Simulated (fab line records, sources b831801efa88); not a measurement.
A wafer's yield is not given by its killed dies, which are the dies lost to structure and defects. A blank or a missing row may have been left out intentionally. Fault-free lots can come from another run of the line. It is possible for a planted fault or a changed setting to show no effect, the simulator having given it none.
Which tool was responsible? | flow sky130 | 11 lots with 33 wafers sampled at 4 steps, on a route of 708 steps

== WHAT THE GAUGES READ, wafer by wafer ==
SKY_VT_ADJUST_NCORE_OVL_MEAS_08.
lot  | measured     | on         | VT_ADJUST_NCORE_OVL (nm)
L155 | day 8 16:08  | overlay-02 | 1.0 0.8 2.4
L156 | day 8 19:26  | overlay-02 | 3.1 4.1 3.5
L157 | day 9 04:29  | overlay-02 | 1.0 0.7 -0.2
L165 | day 11 11:05 | overlay-01 | -1.2 -2.2 -0.6
L166 | day 11 17:41 | overlay-01 | -0.3 -1.3 0.2
L167 | day 12 02:25 | overlay-01 | 0.3 1.0 1.0
L170 | day 12 21:09 | overlay-02 | -0.5 -1.5 1.0
L172 | day 13 10:08 | overlay-02 | 2.5 1.7 2.7
L173 | day 13 19:25 | overlay-01 | -3.2 -0.5 -2.2
L174 | day 13 22:29 | overlay-01 | -0.4 -0.2 -2.1
L178 | day 15 05:54 | overlay-01 | -0.7 -0.2 -1.1

SKY_SONOS_TUNNEL_OVL_MEAS_08.
lot  | measured     | on         | SONOS_TUNNEL_OVL (nm)
L155 | day 11 11:23 | overlay-02 | -1.3 0.2 0.3
L156 | day 11 15:44 | overlay-02 | -0.8 -0.3 -0.8
L157 | day 12 00:20 | overlay-02 | 0.8 1.2 1.6
L165 | day 14 10:44 | overlay-02 | 0.9 1.4 -0.5
L166 | day 14 20:08 | overlay-02 | 1.9 2.3 0.5
L167 | day 15 05:00 | overlay-02 | 0.3 0.4 1.3
L170 | day 16 01:11 | overlay-01 | 1.3 0.9 1.2
L172 | day 16 17:41 | overlay-01 | -2.7 -3.1 -2.2
L173 | day 17 04:35 | overlay-01 | 1.2 -0.6 -1.5
L174 | day 17 07:20 | overlay-01 | 0.7 0.0 -0.4
L178 | day 18 19:44 | overlay-02 | 0.6 -0.8 0.6

SKY_SONOS_ONO_OVL_MEAS_14.
lot  | measured     | on         | SONOS_ONO_OVL (nm)
L155 | day 12 17:43 | overlay-01 | 0.2 0.9 -0.7
L156 | day 13 00:38 | overlay-01 | 0.4 1.4 0.0
L157 | day 13 09:50 | overlay-02 | 1.8 1.9 1.2
L165 | day 15 18:05 | overlay-02 | 45.9 45.2 46.2
L166 | day 16 22:35 | overlay-01 | 43.2 43.3 43.8
L167 | day 16 23:34 | overlay-02 | 2.2 3.2 3.3
L170 | day 17 13:41 | overlay-01 | -0.5 2.6 1.3
L172 | day 18 03:26 | overlay-01 | 0.2 0.8 1.1
L173 | day 18 18:53 | overlay-02 | 1.4 1.7 2.3
L174 | day 18 18:35 | overlay-02 | 4.1 4.1 3.7
L178 | day 20 12:23 | overlay-01 | -1.9 -1.0 -1.0

== EACH LOT AND THE TOOL THAT RAN IT (in order: tool; ch and the chambers of the sampled wafers; start) ==
lot  | SKY_SONOS_ONO_EXPOSE_10
L155 | iline stepper-02 ch 0, day 12 05:48
L156 | iline stepper-02 ch 0, day 12 13:32
L157 | iline stepper-01 ch 0, day 12 21:46
L165 | iline stepper-01 ch 0, day 15 05:23
L166 | iline stepper-01 ch 0, day 16 08:16
L167 | iline stepper-02 ch 0, day 16 08:58
L170 | iline stepper-02 ch 0, day 17 00:05
L172 | iline stepper-02 ch 0, day 17 13:03
L173 | iline stepper-02 ch 0, day 18 04:37
L174 | iline stepper-02 ch 0, day 18 04:17
L178 | iline stepper-02 ch 0, day 19 22:10
- SKY_SONOS_ONO_EXPOSE_10: exposes mask ONOM, target cd 410 nm.

== WHAT THE TOOLS THEMSELVES READ (means of the sampled wafers that have a number; where no wafer has one, the mark that the record gives instead) ==
The record holds no such reading with a usual standard deviation.

== THE ANSWER, worked out from the rows above alone ==
Rule: usual is defined by the lots themselves. The widest of any qualifying gaps counts: lots, ordered by their means at a reading, are off when they make up no more than a third of the lots, leave a main group of 4 or more, and stand apart from it by 3 or more times the standard deviation of that group's means. Not used: any main group whose means are identical at the precision the tables above print for the reading. A lot without any number at a reading at which 4 lots or more have one is off too. All remaining lots with rows at the step are treated as sound. Order of review: gauges by route order, followed by the tools' own readings, for which a lot's mean as printed above is used. The first step at which some lot is off is used, and at that step the reading that is off furthest; a lot without a number counts as furthest.
Off: L165, L166, seen at SKY_SONOS_ONO_OVL_MEAS_14 (SONOS_ONO_OVL). For the main group the mean is 1.3 nm and the standard deviation 1.5.
If a tool, at a process step before that reading, ran all the lots that are off and no sound lot after the first of them, it fits. Gauges at SKY_SONOS_ONO_OVL_MEAS_14: tried the same way as those tools. One fits: iline stepper-01 at SKY_SONOS_ONO_EXPOSE_10. Its last sound lot is L157 (day 12 21:46), its first lot that is off L165 (day 15 05:23): a fault that began between those two fits.

== WHAT HAD BEEN PUT IN BY THE SIMULATOR ==
Scanner matching overlay: iline stepper-01, from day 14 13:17 on, at SKY_SONOS_ONO_EXPOSE_10. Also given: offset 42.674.
Struck lots among those shown: L165, L166. The rule above found the same.
